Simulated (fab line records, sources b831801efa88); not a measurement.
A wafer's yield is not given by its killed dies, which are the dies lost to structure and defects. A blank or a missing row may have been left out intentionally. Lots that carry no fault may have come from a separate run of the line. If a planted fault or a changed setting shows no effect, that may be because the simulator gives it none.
A lot that was struck, set against a sound lot | flow sky130 | 26 out of 708 route steps
Sound: wafers L664.1, L664.5, L664.6. Wafers L669.1, L669.4, L669.5 were the ones struck. The cause comes at the end.
At each step with rows: each side's tool, then ch and its chambers, then its first start. Under that, the readings that differ: sound wafers | struck wafers | difference of the means | sigmas: that difference in standard deviations of wafers without a fault.
alike: readings with means less than 2 such deviations apart, plus words and numbers identical on both sides. not compared: withheld readings, readings lacking a value on some wafer, bounds such as >300 that could conceal the same value, and numbers that have no deviation in the record and whose values overlap.
A row with sigmas, a row that says differs or no value, or rows on one side alone: a step with any of these is where the two part. When numbers do not overlap yet have no deviation, they are printed without sigmas and do not part them. A reading missing from all wafers of one side parts the sides only when that side holds two or more wafers.

first, 3 steps without rows for these wafers: SKY_CAP2M_EXPOSE_09 (exposes mask CAP2M, target cd 1000 nm); SKY_CAP2M_PEB_10; SKY_CAP2M_DEVELOP_11 (develop time 60 s).
SKY_CAP2M_OVL_MEAS_12:
  struck on overlay-02, day 44 07:03; sound on overlay-01, day 42 22:31
  alike: CAP2M_OVL
SKY_CAP2M_METAL_ETCH_13: etches TiN in Cl2/BCl3, stops on SiO2, target depth 220 nm, time 62.9 s.
  sound on rie metal-03 ch 0,1, day 42 22:34; struck on rie metal-01 ch 0,1, day 44 07:05
  alike: drypump motor current A, oes product au, throttle valve pct
  not compared: rf hours counter h
SKY_CAP2M_STRIP_14: strips in O2/N2.
  sound on plasma asher-02 ch 0,1, day 42 22:38; struck on plasma asher-02 ch 0,1, day 44 07:10
  alike: drypump motor current A, oes product au, strip time to endpoint s
  not compared: rf hours counter h
then, 6 steps without rows for these wafers: SKY_CAP2M_STRIP_15 (strips in post etch residue remover, time 1200 s); SKY_CAP2M_CLEAN_16 (cleans in IPA, time 180 s); SKY_CAP2M_CLEAN_17 (cleans in O3/DIW); SKY_METAL4_DEHYDRATE_05 (time 60 s); SKY_METAL4_HMDS_06 (prime time 60 s); SKY_METAL4_COAT_07 (resist thk 60 nm).
SKY_METAL4_COAT_08: resist thk 1140 nm.
  sound on litho track-03 ch 0, day 43 10:00; struck on litho track-03 ch 0, day 44 18:00
  reading                                       | sound          | struck         | difference | sigmas
  model.KrF-thick_of_METAL4_COAT_08.thk nm (nm) | 1141 1142 1141 | 1157 1157 1156 | +15        |
  alike: dispense pressure kPa
then, 4 steps without rows for these wafers: SKY_METAL4_SOFTBAKE_09 (time 90 s); SKY_METAL4_EXPOSE_10 (exposes mask MM4, target cd 300 nm); SKY_METAL4_PEB_11; SKY_METAL4_DEVELOP_12 (develop time 60 s).
SKY_METAL4_CD_MEAS_13: the cd target is 300 nm.
  struck on cd sem-01, day 45 05:31; sound on cd sem-01, day 43 22:03
  alike: cd nm
SKY_METAL4_OVL_MEAS_14:
  struck on overlay-01, day 45 05:38; sound on overlay-02, day 43 22:10
  alike: METAL4_OVL
SKY_METAL4_DESCUM_15: chemistry O2, time 8 s.
  sound on rie metal-02 ch 0,1, day 43 22:13; struck on rie metal-04 ch 0,1, day 45 05:41
  reading                     | sound       | struck      | difference | sigmas
  drypump motor current A (A) | 5.3 5.3 5.6 | 5.7 6.4 6.4 | +0.8       | +2
  alike: oes product au
  not compared: rf hours counter h
SKY_METAL4_ETCH_16: etches BARC in N2/H2, stops on SiO2, time 88.2 s, target depth 60 nm.
  sound on rie metal-02 ch 0,1, day 43 22:14; struck on rie metal-04 ch 0,1, day 45 05:43
  reading                     | sound       | struck      | difference | sigmas
  drypump motor current A (A) | 5.3 5.3 5.6 | 5.7 6.4 6.4 | +0.8       | +2
  alike: oes product au, throttle valve pct
  not compared: rf hours counter h
SKY_METAL4_ETCH_17: etches SiO2 in C4F8/O2/Ar, stops on TiN, time 3.9 s, target depth 15 nm.
  sound on rie diel-01 ch 2,3, day 43 22:20; struck on rie diel-03 ch 0,2, day 45 05:49
  alike: oes product au
  not compared: rf hours counter h
SKY_METAL4_METAL_ETCH_18: etches the open film in Cl2/BCl3, stops on SiO2, target depth 845 nm, time 183.1 s.
  sound on rie metal-04 ch 0,1, day 43 22:22; struck on rie metal-03 ch 0,1, day 45 05:50
  reading                                       | sound             | struck            | difference | sigmas
  model.KrF-thick_of_METAL4_COAT_08.thk nm (nm) | 535.3 534.5 532.5 | 558.5 552.7 547.5 | +18.8      |
  alike: drypump motor current A, oes product au, throttle valve pct
  not compared: rf hours counter h
SKY_METAL4_STRIP_19: strips in O2/N2.
  sound on plasma asher-04 ch 0,1, day 43 22:32; struck on plasma asher-04 ch 0,1, day 45 06:01
  reading                      | sound          | struck         | difference | sigmas
  strip time to endpoint s (s) | 6.61 6.60 6.59 | 6.85 6.79 6.75 | +0.20      | +3
  alike: drypump motor current A, oes product au
  not compared: rf hours counter h
then, 1 step without rows for these wafers: SKY_METAL4_STRIP_20 (strips in post etch residue remover, time 1200 s).
-- the record jumps here: 4 days lie between the struck wafers' starts before and after (it left off in module METAL4 and takes up again in module PAD_OPEN, whose first step shown is number 708 of the route) --
SKY_PAD_OPEN_PROBE_99:
  struck on prober-02, day 48 18:42; sound on prober-01, day 47 15:55
  alike: defect limited yield, killed_at_M0_to_M3, killed_at_M4_up, killed at contacts, killed at front end, killed at other, killed dies, killed on rim, killed open, killed short, sort_bin_3_pad_short, sort_bin_5_function, sort_bin_6_memory, sort n pass, sort yield pct

WHERE THEY PART
First at SKY_METAL4_DESCUM_15; last, within this record, at SKY_METAL4_STRIP_19. Later steps at which nothing parts them and some readings are alike: SKY_PAD_OPEN_PROBE_99.

WHY: what the simulator had put in
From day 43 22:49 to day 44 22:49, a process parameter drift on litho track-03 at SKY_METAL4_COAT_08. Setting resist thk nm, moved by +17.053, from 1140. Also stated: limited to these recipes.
